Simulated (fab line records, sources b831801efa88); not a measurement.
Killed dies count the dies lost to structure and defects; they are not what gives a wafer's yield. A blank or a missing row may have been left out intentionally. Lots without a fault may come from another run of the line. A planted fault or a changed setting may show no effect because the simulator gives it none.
Struck lot and sound lot, side by side + flow gf180mcu + 15 steps out of a route of 602
Sound: these wafers, L900.4, L900.5, L900.6. The struck wafers were L898.1, L898.3, L898.6. The cause is given at the end.
Per side, at each step with rows, come the tool, then ch with its chambers, and then its first start. Under that, the readings that differ: sound wafers + struck wafers + difference of the means + sigmas: that difference in standard deviations of wafers without a fault.
alike: readings whose means differ by less than 2 such deviations, and words and numbers that are the same on both sides. not compared: withheld readings, readings that some wafer has no value for, bounds like >300 that may hide the same value, and numbers for which the record gives no deviation and whose values overlap.
Wherever a step has rows on one side only, a row that says differs or no value, or a row with sigmas, the two part there. When numbers do not overlap yet have no deviation, they are printed without sigmas and do not part them. A reading missing from all wafers of one side parts the sides only when that side holds two or more wafers.

first, 2 steps without rows for these wafers: GF_M4_PEB_12 (peb time 90 s); GF_M4_DEVELOP_13 (develop time 60 s).
GF_M4_CD_MEAS_14 targets a cd of 280 nm.
  sound on cd-sem-01 at day 28 22:52; struck on cd-sem-01 at day 28 16:25
  alike: cd-nm
GF_M4_OVL_MEAS_15:
  sound on overlay-02 at day 28 22:57; struck on overlay-01 at day 28 16:32
  alike: M4_OVL
GF_M4_METAL_ETCH_16: etches the open film in Cl2/BCl3, stops on SiO2, target depth 750.8 nm, time 125.1 s.
  sound on rie-metal-01 ch 0,1, day 28 23:01; struck on rie-metal-04 ch 1, day 28 16:34
  alike: drypump-motor-current-A, oes-product-au, throttle-valve-pct
  not compared: rf-hours-counter-h
GF_M4_STRIP_17: strips in O2/N2.
  sound on plasma-asher-01 ch 0,1, day 28 23:08; struck on plasma-asher-02 ch 0,1, day 28 16:49
  alike: drypump-motor-current-A, heater-power-w, o2-flow-sccm, oes-product-au, strip-time-to-endpoint-s
  not compared: rf-hours-counter-h
then, 3 steps without rows for these wafers: GF_M4_STRIP_18 (strips in post etch residue remover, time 1200 s); GF_M4_CLEAN_19 (cleans in DIW); GF_V4_CVD_00 (deposits SiO2, target thk 600 nm, time 100 s).
GF_V4_THK_MEAS_01:
  sound on film-metro-04 at day 28 23:44; struck on film-metro-04 at day 28 17:29
  alike: V4_CVD_00_THK
GF_V4_CVD_02: deposits SiO2 from TEOS, target thk 850 nm, time 94.851 s.
  sound on pecvd-02 ch 1,2, day 28 23:48; struck on pecvd-01 ch 0,2, day 28 17:32
| reading            | sound       | struck      | difference | sigmas |
|--------------------|-------------|-------------|------------|--------|
| heater-power-w (W) | 729 752 701 | 613 635 511 | -141       | -2     |
GF_V4_THK_MEAS_03:
  sound on film-metro-04 at day 28 23:53; struck on film-metro-03 at day 28 17:37
  alike: V4_CVD_02_THK
GF_V4_CMP_04: polishes SiO2.
  sound on cmp-01 ch 0,1, day 28 23:55; struck on cmp-01 ch 0,2,3, day 28 17:40
  no value came back on the struck wafers for edge-zone-pressure-frac, head-pressure-psi (psi), motor-current-A (A), time-to-endpoint-s (s); on the sound wafers edge-zone-pressure-frac reads 0.992 0.992 0.991
| reading                             | sound             | struck        | difference | sigmas |
|-------------------------------------|-------------------|---------------|------------|--------|
| model.SiO2_of_V4_CVD_02.thk-nm (nm) | 632.3 633.7 631.6 | 857 834.8 847 | +214       |        |
GF_V4_BOW_MEAS_05:
  sound on film-metro-03 at day 29 00:17; struck on film-metro-03 at day 28 18:16
| reading     | sound       | struck | difference                    | sigmas |
|-------------|-------------|--------|-------------------------------|--------|
| V4_BOW (um) | 148 141 134 | - - -  | no value on the struck wafers |        |
  not compared: hold
GF_PASSIVATION_PROBE_99:
  the record has rows for the sound wafers here (prober-01, day 33 18:50) and none for the struck ones

WHERE THEY PART
Last at GF_PASSIVATION_PROBE_99 as far as this record goes, first at GF_V4_CVD_02.

WHY: whatever the simulator had introduced
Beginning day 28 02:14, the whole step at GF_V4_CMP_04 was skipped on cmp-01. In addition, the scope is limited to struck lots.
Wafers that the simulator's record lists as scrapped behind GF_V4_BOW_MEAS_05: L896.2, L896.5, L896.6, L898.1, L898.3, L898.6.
